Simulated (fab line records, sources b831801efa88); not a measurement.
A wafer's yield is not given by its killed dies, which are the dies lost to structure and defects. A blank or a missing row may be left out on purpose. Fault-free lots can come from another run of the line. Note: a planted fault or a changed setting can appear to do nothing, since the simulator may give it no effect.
Chamber matching -- flow gf180mcu -- GF_V4_ETCH_16 on rie diel-03: 4 sister chambers
The step etches BARC in N2/H2. 8 wafers are shown with their chamber, then 6 later ones without.

## WAFERS PAIRED WITH THEIR CHAMBERS
wafer,chamber,drypump motor current A (A),throttle valve pct (%)
L429.3,0,6.0,13.220
L430.3,3,5.4,13.223
L430.5,2,5.6,13.216
L431.3,2,5.7,13.214
L432.3,3,5.4,13.217
L432.5,1,5.1,13.246
L434.3,1,5.1,13.209
L434.4,0,6.0,13.209

## WAFERS WITHOUT THEIR CHAMBER
wafer,drypump motor current A (A),throttle valve pct (%)
L434.6,6.0,13.230
L437.1,5.9,13.212
L437.5,5.4,13.209
L437.6,5.6,13.234
L445.1,5.6,13.215
L445.6,5.4,13.230

## EACH ONE'S CHAMBER
wafer,from the rows above,in truth
L434.6,0,0
L437.1,0,0
L437.5,3,3
L437.6,2,2
L445.1,2,2
L445.6,3,3
Correct placement for 6 of the 6. From these rows, 0 cannot be placed. Wrongly placed: 0.
How it was worked out, from the rows above alone: a wafer's distance from a chamber is the root of the sum, over the readings, of the square of ((its reading less the chamber's mean) divided by the reading's scatter). The wafer belongs to the nearest chamber; if the next one is less than 2 further off, it can't be placed. The mean given for a chamber averages the wafers shown for that chamber. How the scatter is found: for the shown wafers, subtract from each reading the mean of its chamber, square and add these, divide the total by (wafers less chambers), then take the root.
